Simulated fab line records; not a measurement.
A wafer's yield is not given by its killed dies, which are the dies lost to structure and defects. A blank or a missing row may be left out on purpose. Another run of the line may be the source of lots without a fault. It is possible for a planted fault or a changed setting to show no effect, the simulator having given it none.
fab line records ; flow sky130
[record] lots = 7; wafers = 21; lastDay = 50
route steps=708 shown FIELD_ISO@5 PAD_OPEN@708
lots that met no fault: taken from a fault-free run of the same line
startH: hours from the record's first day to the start of the lot's first wafer shown ; waitH: hours elapsed since this lot's preceding step ; " identical to the entry in the row above ; L1.1+2: a row that stands for several wafers ; - either no value or no given start ; * or withheld: withheld ; < > ~ a bound
route shown NAME@n: names a module that has steps shown in the file, with the first one's number in the route ; usual: mean/standard deviation of fault-free wafers ; same: alike in all rows ; chamber/n: place in a boat ; sites: the reading at each site ; _std_site: their standard deviation ; _edge_site: the outer-site mean with the inner-site mean subtracted ; radiusMm: how far each site lies from the wafer's centre ; mask NAME#n: copy n ; behind: tool/chamber where the wafer was last shaped ; hold: why the lot was held/for how many hours/how that ended ; device: transistor that didn't switch, given as n, p or np ; end of line: tests of these same wafers at the route's end ; step lacking rows: just its recipe ; killed: the dies lost at the first sort to structure and to defects; this is not the yield of the wafer ; map: the dies of a wafer, with x for killed, . for not killed, _ for no die there
set.NAME: the setting the step ran with; set.NAME@STEP: the setting that earlier step ran with ; model.NAME: the simulator's own value behind a step, which no gauge read
lots at selected steps of the route; one table per step, one row per wafer
services: when a tool's chamber went out of use (startH, in hours from the record's first day, below 0 if earlier), for how many hours, and the reason
[[steps]]
[step SKY_FIELD_ISO_THK_MEAS_04]
[recipe] reads = Si3N4_of_FIELD_ISO_CVD_03
[usual] FIELD_ISO_CVD_03_THK = 164.5/1.5
lot.wafer;tool;chamber;startH;waitH;FIELD_ISO_CVD_03_THK[nm]
L158.1;filmMetro-04;-;38.64;0.0;165.0
L158.4;filmMetro-04;-;38.64;0.0;165.5
L158.6;filmMetro-04;-;38.64;0.0;165.0
L159.2;filmMetro-02;-;43.90;0.0;165.2
L159.4;filmMetro-02;-;43.90;0.0;166.2
L159.5;filmMetro-02;-;43.90;0.0;165.4
L161.3;filmMetro-02;-;56.69;0.0;165.7
L161.5;filmMetro-02;-;56.69;0.0;167.5
L161.6;filmMetro-02;-;56.69;0.0;165.9
L162.1;filmMetro-02;-;61.51;0.0;166.2
L162.2;filmMetro-02;-;61.51;0.0;167.1
L162.4;filmMetro-02;-;61.51;0.0;167.1
L163.3;filmMetro-04;-;65.73;0.0;164.3
L163.4;filmMetro-04;-;65.73;0.0;165.1
L163.6;filmMetro-04;-;65.73;0.0;165.0
L175.3;filmMetro-04;-;123.99;0.0;164.6
L175.4;filmMetro-04;-;123.99;0.0;162.7
L175.6;filmMetro-04;-;123.99;0.0;163.4
L176.2;filmMetro-02;-;129.48;0.0;163.7
L176.3;filmMetro-02;-;129.48;0.0;165.1
L176.6;filmMetro-02;-;129.48;0.0;165.9
[step SKY_FIELD_ISO_DEHYDRATE_05]
[recipe] tempC = 200; timeS = 60
[step SKY_FIELD_ISO_HMDS_06]
[recipe] primeTimeS = 60; primeTempC = 120
[step SKY_FIELD_ISO_COAT_07]
[recipe] resist = BARC; tempC = withheld; timeS = withheld; spinRpm = 3000; resistThkNm = 60
[step SKY_FIELD_ISO_COAT_08]
[recipe] resist = KrF-thick; spinRpm = 3000; resistThkNm = 450
[step SKY_FIELD_ISO_SOFTBAKE_09]
[recipe] tempC = 100; timeS = 90; resist = KrF-thick
[step SKY_FIELD_ISO_EXPOSE_10]
[recipe] maskId = FOM; na = 0.68; sourceShape = annular; sigmaInner = 0.4; sigmaOuter = 0.8; targetCdNm = 150; doseMj = 28
[step SKY_FIELD_ISO_PEB_11]
[recipe] pebTempC = withheld; pebTimeS = withheld; resist = KrF-thick
[step SKY_FIELD_ISO_DEVELOP_12]
[recipe] developTimeS = 60; resist = KrF-thick; devTempC = 21
[step SKY_FIELD_ISO_CD_MEAS_13]
[recipe] targetCdNm = 150
[usual] cdNm = 149.8/1.7
lot.wafer;tool;chamber;startH;waitH;cdNm
L158.1;cdSem-02;-;54.30;-;151.9
L158.4;cdSem-02;-;54.30;-;151.4
L158.6;cdSem-02;-;54.30;-;152.3
L159.2;cdSem-01;-;59.56;-;149.1
L159.4;cdSem-01;-;59.56;-;150.5
L159.5;cdSem-01;-;59.56;-;150.6
L161.3;cdSem-02;-;72.08;-;150.7
L161.5;cdSem-02;-;72.08;-;151.3
L161.6;cdSem-02;-;72.08;-;151.3
L162.1;cdSem-02;-;77.75;-;150.5
L162.2;cdSem-02;-;77.75;-;149.1
L162.4;cdSem-02;-;77.75;-;147.5
L163.3;cdSem-02;-;81.68;-;147.2
L163.4;cdSem-02;-;81.68;-;148.4
L163.6;cdSem-02;-;81.68;-;148.5
L175.3;cdSem-02;-;142.88;-;150.7
L175.4;cdSem-02;-;142.88;-;151.6
L175.6;cdSem-02;-;142.88;-;151.4
L176.2;cdSem-02;-;148.91;-;149.7
L176.3;cdSem-02;-;148.91;-;151.1
L176.6;cdSem-02;-;148.91;-;149.7
[step SKY_FIELD_ISO_ETCH_14]
[recipe] chemistry = N2/H2; target = BARC; ionEnergyEv = 200; sourceW = 500; biasW = 100; pressureMtorr = 30; n2FlowSccm = 100; h2FlowSccm = 200; stopOn = SiO2; timeS = 45.9; targetDepthA = 600
[usual] biasW = 99.97/0.27; drypumpMotorCurrentA = 5.7/0.33; oesProductAu = 0.854/0.0049; throttleValvePct = 13.225/0.0088
lot.wafer;tool;chamber;startH;waitH;biasW;drypumpMotorCurrentA;oesProductAu;rfHoursCounterH;throttleValvePct
L158.1;rieDiel-01;1;54.42;0.1;100.04;5.4;0.855;131;13.209
L158.4;rieDiel-01;0;54.42;0.1;99.65;5.7;0.851;59;13.237
L158.6;rieDiel-01;0;54.42;0.1;99.76;5.7;0.852;-;13.222
L159.2;rieDiel-02;2;59.66;0.1;99.88;5.1;0.853;99;13.224
L159.4;rieDiel-02;0;59.66;0.1;99.63;5.9;0.855;4;13.232
L159.5;rieDiel-02;1;59.66;0.1;100.36;5.4;0.849;-;13.231
L161.3;rieDiel-02;1;72.16;0.1;99.87;5.4;0.854;98;13.227
L161.5;rieDiel-02;0;72.16;0.1;99.99;5.9;0.850;-;13.210
L161.6;rieDiel-02;1;72.16;0.1;99.76;5.4;0.856;-;13.215
L162.1;rieDiel-02;2;77.87;0.1;100.08;5.1;0.854;100;13.214
L162.2;rieDiel-02;0;77.87;0.1;99.79;6.0;0.849;5;13.240
L162.4;rieDiel-02;3;77.87;0.1;99.98;5.6;0.851;81;13.237
L163.3;rieDiel-04;0;81.76;0.1;100.15;6.3;0.849;29;13.210
L163.4;rieDiel-04;1;81.76;0.1;100.53;6.2;0.856;128;13.237
L163.6;rieDiel-04;0;81.76;0.1;99.52;6.3;0.858;-;13.218
L175.3;rieDiel-04;3;142.96;0.1;100.06;5.7;0.860;115;13.223
L175.4;rieDiel-04;2;142.96;0.1;100.57;6.0;0.854;115;13.223
L175.6;rieDiel-04;2;142.96;0.1;100.14;6.0;0.851;-;13.223
L176.2;rieDiel-01;3;149.01;0.1;100.16;6.0;0.851;10;13.242
L176.3;rieDiel-01;2;149.01;0.1;100.13;5.7;0.850;86;13.232
L176.6;rieDiel-01;2;149.01;0.1;99.98;5.7;0.858;-;13.220
[step SKY_FIELD_ISO_ETCH_15]
[recipe] chemistry = CHF3/O2; targetDepthNm = 180; stopOn = Si; sourceW = 600; biasW = 200; pressureMtorr = 40; chf3FlowSccm = 50; O2_flow_sccm = 5; timeS = 72
[usual] biasW = 200.1/0.58; drypumpMotorCurrentA = 5.7/0.33; oesProductAu = 0.944/0.0066; throttleValvePct = 8.844/0.01
lot.wafer;tool;chamber;startH;waitH;biasW;drypumpMotorCurrentA;oesProductAu;rfHoursCounterH;throttleValvePct
L158.1;rieDiel-01;1;54.46;0.0;200.1;5.4;0.947;131;8.834
L158.4;rieDiel-01;0;54.46;0.0;200.9;5.6;0.955;59;8.851
L158.6;rieDiel-01;0;54.46;0.0;200.1;5.6;0.944;-;8.850
L159.2;rieDiel-02;2;59.70;0.0;200.4;5.1;0.937;99;8.847
L159.4;rieDiel-02;0;59.70;0.0;200.4;5.9;0.946;4;8.842
L159.5;rieDiel-02;1;59.70;0.0;200.1;5.4;0.953;-;8.837
L161.3;rieDiel-02;1;72.20;0.0;200.4;5.4;0.943;98;8.839
L161.5;rieDiel-02;0;72.20;0.0;200.6;5.9;0.958;-;8.831
L161.6;rieDiel-02;1;72.20;0.0;201.3;5.4;0.952;-;8.857
L162.1;rieDiel-02;2;77.91;0.0;200.2;5.1;0.948;100;8.857
L162.2;rieDiel-02;0;77.91;0.0;201.0;5.9;0.948;5;8.874
L162.4;rieDiel-02;3;77.91;0.0;200.6;5.5;0.949;81;8.856
L163.3;rieDiel-04;0;81.80;0.0;199.7;6.2;0.942;29;8.842
L163.4;rieDiel-04;1;81.80;0.0;200.6;6.2;0.947;128;8.850
L163.6;rieDiel-04;0;81.80;0.0;199.0;6.3;0.940;-;8.855
L175.3;rieDiel-04;3;143.00;0.0;200.1;5.7;0.944;115;8.820
L175.4;rieDiel-04;2;143.00;0.0;200.6;6.0;0.944;115;8.852
L175.6;rieDiel-04;2;143.00;0.0;198.9;6.0;0.940;-;8.853
L176.2;rieDiel-01;3;149.05;0.0;200.5;6.0;0.948;10;8.834
L176.3;rieDiel-01;2;149.05;0.0;200.7;5.7;0.943;86;8.844
L176.6;rieDiel-01;2;149.05;0.0;200.4;5.7;0.953;-;8.856
[step SKY_FIELD_ISO_STRIP_16]
[recipe] chemistry = O2/N2; powerW = 1400; pressureMtorr = 1500; platenTempC = withheld; o2FlowSccm = 3000; n2FlowSccm = 300; overashFraction = 0.5
[usual] chamberPressureMTorr = 1499.7/1.3; drypumpMotorCurrentA = 5.5/0.36; oesProductAu = 0.377/0.0044; stripTimeToEndpointS = 3.54/0.03
lot.wafer;tool;chamber;startH;waitH;chamberPressureMTorr;drypumpMotorCurrentA;oesProductAu;rfHoursCounterH;stripTimeToEndpointS;model.KrF-thick_of_FIELD_ISO_COAT_08.thkNm
L158.1;plasmaAsher-04;1;54.52;0.0;1498.6;5.7;0.373;24;3.53;0
L158.4;plasmaAsher-04;0;54.52;0.0;1500.4;6.1;0.378;-;3.47;0
L158.6;plasmaAsher-04;0;54.52;0.0;1500.7;6.1;0.385;-;3.51;0
L159.2;plasmaAsher-02;0;59.76;0.0;1499.9;5.6;0.382;38;3.54;0
L159.4;plasmaAsher-02;0;59.76;0.0;1499.4;5.7;0.377;-;3.55;0
L159.5;plasmaAsher-02;1;59.76;0.0;1500.4;5.1;0.380;-;3.57;0
L161.3;plasmaAsher-04;1;72.29;0.1;-;-;-;-;-;236.1
L161.5;plasmaAsher-04;1;72.29;0.1;-;-;-;-;-;238.2
L161.6;plasmaAsher-04;0;72.29;0.1;-;-;-;-;-;237.7
L162.1;plasmaAsher-02;1;77.97;0.0;-;-;-;-;-;238.3
L162.2;plasmaAsher-02;0;77.97;0.0;-;-;-;-;-;241.2
L162.4;plasmaAsher-02;0;77.97;0.0;-;-;-;-;-;238.3
L163.3;plasmaAsher-04;1;81.89;0.1;-;-;-;-;-;238.6
L163.4;plasmaAsher-04;0;81.89;0.1;-;-;-;-;-;237
L163.6;plasmaAsher-04;1;81.89;0.1;-;-;-;-;-;237
L175.3;plasmaAsher-02;1;143.09;0.1;1500.3;5.1;0.377;-;3.49;0
L175.4;plasmaAsher-02;0;143.09;0.1;1501.9;5.6;0.375;-;3.51;0
L175.6;plasmaAsher-02;0;143.09;0.1;1499.3;5.6;0.373;-;3.53;0
L176.2;plasmaAsher-03;1;149.11;0.0;1500.3;5.0;0.383;3;3.55;0
L176.3;plasmaAsher-03;1;149.11;0.0;1501.4;4.9;0.374;-;3.51;0
L176.6;plasmaAsher-03;0;149.11;0.0;1500.2;5.4;0.377;-;3.55;0
[step SKY_FIELD_ISO_ETCH_17]
[recipe] targetDepthA = 3420; maskMaterial = Si3N4; chemistry = HBr/Cl2/O2; target = Si; taperDeg = 5; icpW = 600; biasW = 150; pressureMtorr = 15; HBr_flow_sccm = 150; Cl2_flow_sccm = 40; O2_flow_sccm = 6; timeS = 97.7
[usual] biasW = 150.0/0.4; drypumpMotorCurrentA = 6.0/0.34; oesProductAu = 1.002/0.0088; throttleValvePct = 25.656/0.01
lot.wafer;tool;chamber;startH;waitH;biasW;drypumpMotorCurrentA;oesProductAu;rfHoursCounterH;throttleValvePct;model.KrF-thick_of_FIELD_ISO_COAT_08.thkNm
L158.1;rieSi-02;3;54.62;0.1;150.3;6.2;1.005;0;25.670;0
L158.4;rieSi-02;0;54.62;0.1;150.5;5.9;1.019;28;25.659;0
L158.6;rieSi-02;0;54.62;0.1;150.0;5.9;0.997;-;25.669;0
L159.2;rieSi-02;3;59.86;0.1;150.3;6.2;0.993;0;25.653;0
L159.4;rieSi-02;1;59.86;0.1;149.7;6.0;0.994;27;25.677;0
L159.5;rieSi-02;3;59.86;0.1;150.6;6.2;0.993;-;25.658;0
L161.3;rieSi-01;0;72.36;0.0;149.6;6.1;0.995;79;25.659;121.6
L161.5;rieSi-01;1;72.36;0.0;150.0;5.4;1.002;-;25.662;123.2
L161.6;rieSi-01;0;72.36;0.0;149.5;6.1;0.994;-;25.651;124.3
L162.1;rieSi-02;1;78.07;0.1;150.5;6.0;0.991;27;25.656;124.3
L162.2;rieSi-02;2;78.07;0.1;149.9;6.2;0.999;6;25.665;127.4
L162.4;rieSi-02;3;78.07;0.1;150.0;6.2;0.987;0;25.658;125.4
L163.3;rieSi-02;0;81.96;0.0;150.4;5.9;1.013;28;25.642;123
L163.4;rieSi-02;2;81.96;0.0;149.9;6.2;0.993;6;25.663;123.9
L163.6;rieSi-02;1;81.96;0.0;150.2;6.0;1.000;-;25.676;123.4
L175.3;rieSi-01;0;143.16;0.0;149.5;6.1;0.999;79;25.665;0
L175.4;rieSi-01;3;143.16;0.0;150.1;5.4;0.989;47;25.659;0
L175.6;rieSi-01;2;143.16;0.0;150.2;6.5;0.995;-;25.661;0
L176.2;rieSi-02;3;149.21;0.1;149.5;6.2;0.994;1;25.670;0
L176.3;rieSi-02;0;149.21;0.1;149.4;5.8;1.000;29;25.657;0
L176.6;rieSi-02;3;149.21;0.1;149.6;6.2;0.986;-;25.669;0
[step SKY_FIELD_ISO_WET_ETCH_18]
[recipe] chemistry = H3PO4; targetDepthNm = 25; tempC = 160; target = Si3N4; timeS = 286
[step SKY_PAD_OPEN_PROBE_99]
[usual] killed_at_M0_to_M3 = 43/6.5; killed_at_M4_up = 3.5/1.9; killedAtContacts = 24/5.4; killedAtFrontEnd = 16/4.8; killedAtOther = 0.4/0.64; killedDies = 87/9.4; killedOnRim = 18/4.1; killedOpen = 47/7; killedShort = 40/6.3
[same] grossDies = 492; killedAtBackSide = 0
lot.wafer;tool;chamber;startH;waitH;killed_at_M0_to_M3;killed_at_M4_up;killedAtContacts;killedAtFrontEnd;killedAtOther;killedDies;killedOnRim;killedOpen;killedShort
L158.1;prober-02;-;1124.14;0.1;39;2;23;10;0;74;13;44;30
L158.4;prober-02;-;1124.29;0.2;54;5;24;7;0;90;22;47;43
L158.6;prober-02;-;1124.39;0.2;49;3;25;14;0;91;18;56;35
L161.3;prober-01;-;1124.61;0.2;46;3;27;414;2;492;96;50;40
L161.5;prober-01;-;1124.71;0.2;48;1;32;411;0;492;96;49;44
L161.6;prober-01;-;1124.76;0.2;41;4;25;422;0;492;96;44;33
L162.1;prober-02;-;1126.81;0.1;37;3;17;435;0;492;96;38;34
L162.2;prober-02;-;1126.86;0.1;40;2;25;424;1;492;96;46;39
L162.4;prober-02;-;1126.96;0.2;44;7;28;413;0;492;96;54;40
L163.3;prober-01;-;1143.41;0.2;54;5;26;407;0;492;96;46;50
L163.4;prober-01;-;1143.46;0.2;36;4;19;432;1;492;96;35;38
L163.6;prober-01;-;1143.56;0.2;38;5;26;422;1;492;96;47;41
L175.3;prober-02;-;1188.91;0.2;39;7;19;11;0;76;17;40;36
L175.4;prober-02;-;1188.96;0.2;40;1;25;16;0;82;20;43;39
L175.6;prober-02;-;1189.06;0.2;37;4;32;13;0;86;20;36;48
// killed by level:class
L158.1 VIA1:geometricParticle:open=10 CONTACT:geometricParticle:open=10 VIA2:geometricParticle:open=7 METAL3:geometricParticle:short=5 LOCAL_INTERCONNECT:geometricParticle:short=5 VIA3:geometricParticle:open=4 SPACER:geometricParticle:open=3 LI_CONTACT:geometricParticle:open=3
L158.4 VIA1:geometricParticle:open=10 METAL2:geometricParticle:short=9 LI_CONTACT:geometricParticle:open=8 LOCAL_INTERCONNECT:geometricParticle:short=8 VIA3:geometricParticle:short=8 VIA2:geometricParticle:open=7 CONTACT:geometricParticle:open=7 VIA3:geometricParticle:open=7
L158.6 VIA1:geometricParticle:open=14 LI_CONTACT:geometricParticle:open=10 VIA2:geometricParticle:open=8 CONTACT:geometricParticle:open=8 VIA1:geometricParticle:short=6 VIA2:geometricParticle:short=5 FIELD_ISO:geometricParticle:short=4 POLY_GATE:geometricParticle:open=4
L161.3 FIELD_ISO:areaOxidation=402 CONTACT:geometricParticle:open=11 VIA1:geometricParticle:open=9 LI_CONTACT:geometricParticle:open=7 METAL1:geometricParticle:short=7 METAL2:geometricParticle:short=7 VIA3:geometricParticle:open=7 POLY_GATE:geometricParticle:open=4
L161.5 FIELD_ISO:areaOxidation=399 VIA1:geometricParticle:open=13 CONTACT:geometricParticle:open=10 LI_CONTACT:geometricParticle:open=9 VIA1:geometricParticle:short=9 VIA3:geometricParticle:open=7 CONTACT:geometricParticle:short=6 POLY_GATE:geometricParticle:short=5
L161.6 FIELD_ISO:areaOxidation=415 CONTACT:geometricParticle:open=12 VIA1:geometricParticle:open=11 VIA2:geometricParticle:open=7 METAL1:geometricParticle:short=6 LI_CONTACT:geometricParticle:open=5 CONTACT:geometricParticle:short=4 VIA1:geometricParticle:short=4
L162.1 FIELD_ISO:areaOxidation=420 VIA1:geometricParticle:open=9 VIA2:geometricParticle:open=8 CONTACT:geometricParticle:open=8 FIELD_ISO:geometricParticle:short=6 LI_CONTACT:geometricParticle:open=5 VIA3:geometricParticle:open=5 VIA2:geometricParticle:short=4
L162.2 FIELD_ISO:areaOxidation=407 LI_CONTACT:geometricParticle:open=11 POLY_GATE:geometricParticle:short=7 CONTACT:geometricParticle:open=7 VIA1:geometricParticle:open=7 VIA2:geometricParticle:open=6 METAL2:geometricParticle:short=6 METAL1:geometricParticle:short=5
L162.4 FIELD_ISO:areaOxidation=397 CONTACT:geometricParticle:open=14 VIA1:geometricParticle:open=8 METAL2:geometricParticle:short=7 LI_CONTACT:geometricParticle:open=6 VIA1:geometricParticle:short=6 VIA3:geometricParticle:open=6 VIA2:geometricParticle:open=5
L163.3 FIELD_ISO:areaOxidation=396 VIA2:geometricParticle:open=9 VIA1:geometricParticle:open=8 CONTACT:geometricParticle:open=8 METAL2:geometricParticle:short=8 METAL1:geometricParticle:short=7 LI_CONTACT:geometricParticle:open=6 CONTACT:geometricParticle:short=6
L163.4 FIELD_ISO:areaOxidation=416 LI_CONTACT:geometricParticle:open=7 VIA1:geometricParticle:open=7 CONTACT:geometricParticle:open=7 METAL3:geometricParticle:short=6 VIA1:geometricParticle:short=5 FIELD_ISO:geometricParticle:short=4 METAL2:geometricParticle:short=4
L163.6 FIELD_ISO:areaOxidation=403 CONTACT:geometricParticle:open=14 VIA1:geometricParticle:open=9 FIELD_ISO:geometricParticle:short=6 CONTACT:geometricParticle:short=6 VIA3:geometricParticle:open=5 VIA1:geometricParticle:short=5 METAL4:geometricParticle:short=5
L175.3 VIA1:geometricParticle:open=10 LI_CONTACT:geometricParticle:open=9 METAL2:geometricParticle:short=6 METAL4:geometricParticle:short=5 FIELD_ISO:geometricParticle:open=4 VIA1:geometricParticle:short=4 CONTACT:geometricParticle:short=4 METAL1:geometricParticle:short=4
L175.4 VIA1:geometricParticle:open=10 CONTACT:geometricParticle:open=8 CONTACT:geometricParticle:short=7 LI_CONTACT:geometricParticle:open=5 VIA3:geometricParticle:short=5 METAL1:geometricParticle:short=5 VIA1:geometricParticle:short=5 FIELD_ISO:geometricParticle:open=4
L175.6 CONTACT:geometricParticle:open=10 CONTACT:geometricParticle:short=8 METAL1:geometricParticle:short=7 VIA1:geometricParticle:open=7 LI_CONTACT:geometricParticle:open=6 LOCAL_INTERCONNECT:geometricParticle:short=5 VIA3:geometricParticle:short=4 METAL2:geometricParticle:short=4
// map L161.3 (x killed, . not)
__________xxxxxxxxxx_________
________xxxxxxxxxxxxxx_______
______xxxxxxxxxxxxxxxxxx_____
_____xxxxxxxxxxxxxxxxxxxx____
____xxxxxxxxxxxxxxxxxxxxxx___
___xxxxxxxxxxxxxxxxxxxxxxxx__
__xxxxxxxxxxxxxxxxxxxxxxxxxx_
_xxxxxxxxxxxxxxxxxxxxxxxxxxxx
_xxxxxxxxxxxxxxxxxxxxxxxxxxxx
_xxxxxxxxxxxxxxxxxxxxxxxxxxxx
_xxxxxxxxxxxxxxxxxxxxxxxxxxxx
_xxxxxxxxxxxxxxxxxxxxxxxxxxxx
_xxxxxxxxxxxxxxxxxxxxxxxxxxxx
_xxxxxxxxxxxxxxxxxxxxxxxxxxxx
_xxxxxxxxxxxxxxxxxxxxxxxxxxxx
__xxxxxxxxxxxxxxxxxxxxxxxxxx_
___xxxxxxxxxxxxxxxxxxxxxxxx__
____xxxxxxxxxxxxxxxxxxxxxx___
_____xxxxxxxxxxxxxxxxxxxx____
______xxxxxxxxxxxxxxxxxx_____
________xxxxxxxxxxxxxx_______
__________xxxxxxxxxx_________
// map L162.1 (x killed, . not)
__________xxxxxxxxxx_________
________xxxxxxxxxxxxxx_______
______xxxxxxxxxxxxxxxxxx_____
_____xxxxxxxxxxxxxxxxxxxx____
____xxxxxxxxxxxxxxxxxxxxxx___
___xxxxxxxxxxxxxxxxxxxxxxxx__
__xxxxxxxxxxxxxxxxxxxxxxxxxx_
_xxxxxxxxxxxxxxxxxxxxxxxxxxxx
_xxxxxxxxxxxxxxxxxxxxxxxxxxxx
_xxxxxxxxxxxxxxxxxxxxxxxxxxxx
_xxxxxxxxxxxxxxxxxxxxxxxxxxxx
_xxxxxxxxxxxxxxxxxxxxxxxxxxxx
_xxxxxxxxxxxxxxxxxxxxxxxxxxxx
_xxxxxxxxxxxxxxxxxxxxxxxxxxxx
_xxxxxxxxxxxxxxxxxxxxxxxxxxxx
__xxxxxxxxxxxxxxxxxxxxxxxxxx_
___xxxxxxxxxxxxxxxxxxxxxxxx__
____xxxxxxxxxxxxxxxxxxxxxx___
_____xxxxxxxxxxxxxxxxxxxx____
______xxxxxxxxxxxxxxxxxx_____
________xxxxxxxxxxxxxx_______
__________xxxxxxxxxx_________
[[services]]
tool;chamber;startH;hours;kind
rieDiel-02;1;40.13;13.9;repair
rieDiel-04;-;42.89;0.2;repair
rieDiel-01;1;61.41;3.1;repair
rieDiel-01;2;91.16;2.6;repair
plasmaAsher-03;-;102.17;2.3;repair
plasmaAsher-03;-;108.75;9.0;pm
plasmaAsher-03;0;108.75;9.0;ventCycle
plasmaAsher-03;1;108.75;9.0;ventCycle
plasmaAsher-03;0;117.75;-;clean
plasmaAsher-03;1;117.75;-;clean
rieDiel-02;3;146.84;2.7;repair
[[key]]
[firstSign] step = SKY_FIELD_ISO_STRIP_16; reading = toolRecord; direction = missing
[effect] step = SKY_PAD_OPEN_PROBE_99; reading = killedAtFrontEnd; direction = up; sigmas = 85; usual = 16; struck = 420
[modelEffect] step = SKY_FIELD_ISO_STRIP_16; value = KrF-thick_of_FIELD_ISO_COAT_08.thkNm; without = 0; struck = 238.1
[modelEffect] step = SKY_FIELD_ISO_ETCH_17; value = KrF-thick_of_FIELD_ISO_COAT_08.thkNm; without = 0; struck = 124
[moreKillsBornAt] SKY_FIELD_ISO_OXIDATION_22@furnace-02 = 2431; SKY_FIELD_ISO_OXIDATION_22@furnace-01 = 1224
metAt SKY_FIELD_ISO_STRIP_16
struckWafers L161.3,L161.5,L161.6,L162.1,L162.2,L162.4,L163.3,L163.4,L163.6
laterRowsLeftOut L161.3,L161.5,L161.6,L162.1,L162.2,L162.4,L163.3,L163.4,L163.6
testerLeftOut L161,L162,L163
onsetBetween 59.76 72.29
[fault] kind = skippedStepWhole; tool = plasmaAsher-02,plasmaAsher-04; chamber = -; onsetH = 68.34; steps = SKY_FIELD_ISO_STRIP_16; scope = struckLotsOnly
// testerLeftOut: of these lots the tester's yield and bins aren't shown, on N5 and GAA mostly nor the transistor test; their killed dies are dies lost to structure and defects alone, not to doping, threshold or leakage, so they don't give the yield
// laterRowsLeftOut: the simulator's readings of these wafers behind a module that went badly wrong aren't trusted and aren't shown, but for the sort
